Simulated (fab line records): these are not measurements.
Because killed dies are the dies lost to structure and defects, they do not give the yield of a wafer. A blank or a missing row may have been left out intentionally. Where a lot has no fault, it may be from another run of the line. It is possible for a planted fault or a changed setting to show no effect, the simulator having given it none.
Problem report, 8D (eight disciplines) form, completed by code | flow sfqLine | the parts of the form that need people (team, actions taken, sign-off) are left out

## 1. WHAT WENT WRONG
Wafers free of any fault read 0.887 ohm/sq (standard deviation 0.011) for M0_NB_RS at SFQ_M0_RS_MEAS_904, against a mean of 0.480 ohm/sq on 9 wafers of 3 lots. That is -37 standard deviations from the usual mean.
The step: measures by four-point-probe.
First observed at day 12 01:18: wafer L750.1, on filmMetro-02. The record has a number at this step for 45 wafers belonging to 15 lots. Rule for "out", or "out of limits": more than 4 standard deviations from the usual mean. The rest of the wafers with a number are treated as sound.

## 2. WHAT IT IS; WHAT IT IS NOT
question                    | is                         | is not
which readings at this step | M0_NB_RS                   | -
which lots                  | L750, L751, L752           | L738, L741, L742, L744, L746, L748, L749, L753, L756, L758, L760, L761
which wafers of those lots  | all that have a number     | -
read on which gauges        | filmMetro-01, filmMetro-02 | filmMetro-04
when                        | from day 12 01:18          | up to then (21 sound wafers); but 15 sound wafers of L753, L756, L758, L760, L761 came after

## 3. THE SUSPECTS, EACH WITH WHAT RULES IT OUT
Counting: any tool at a process step up to the reading is kept as a suspect provided that every lot that is out went through it and no sound lot did after the first of them.
- the gauge at SFQ_M0_RS_MEAS_904 has been ruled out. The wafers that are out were read on 2 gauges (filmMetro-01, filmMetro-02).
- pvdSputter-05 at SFQ_TRILAYER_M0_DEP_SPUTTER_019 (material Nb, target thk 200 nm, time 133.3 s): ruled out as a lasting fault. Sound lots L760 ran on it after its first lot that is out, L750 (day 12 01:13).
Left after counting: nothing in the record.

## 4. THE CAUSE (what the simulator had put in)
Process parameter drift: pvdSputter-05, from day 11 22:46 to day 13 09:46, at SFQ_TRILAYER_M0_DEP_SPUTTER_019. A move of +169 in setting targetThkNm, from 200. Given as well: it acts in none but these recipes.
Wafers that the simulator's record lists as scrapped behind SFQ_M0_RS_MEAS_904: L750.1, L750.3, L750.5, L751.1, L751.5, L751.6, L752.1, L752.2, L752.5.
The count ruled it out by mistake, since the rule takes a fault to strike every lot its tool runs from the start of the fault on, and this one did not do so.

## 5. SEQUENCE OF EFFECTS, ordered by route
One row per reading whose mean, taken over the struck wafers that have a number, lies over 3 standard deviations from the usual. Scope: only readings with a usual standard deviation given in the record; hours: median across lots of the time from each lot's start at the first step in this table that gives one to its start at this step; sigmas: change in usual standard deviations.
hours | step               | reading  | usual        | on struck wafers | change | sigmas
0     | SFQ_M0_RS_MEAS_904 | M0_NB_RS | 0.887 ohm/sq | 0.480            | -0.407 | -37

## 6. HOW IT WOULD HAVE BEEN CAUGHT EARLIER
The first out-of-limits reading at a measuring or inspecting step in this record came at day 12 01:18, 3 hours after the fault's start at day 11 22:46.
An alarm limit of 4 standard deviations would not have fired on the tool readings at SFQ_TRILAYER_M0_DEP_SPUTTER_019 for which the record gives a usual standard deviation, since none of them was out on any struck wafer.
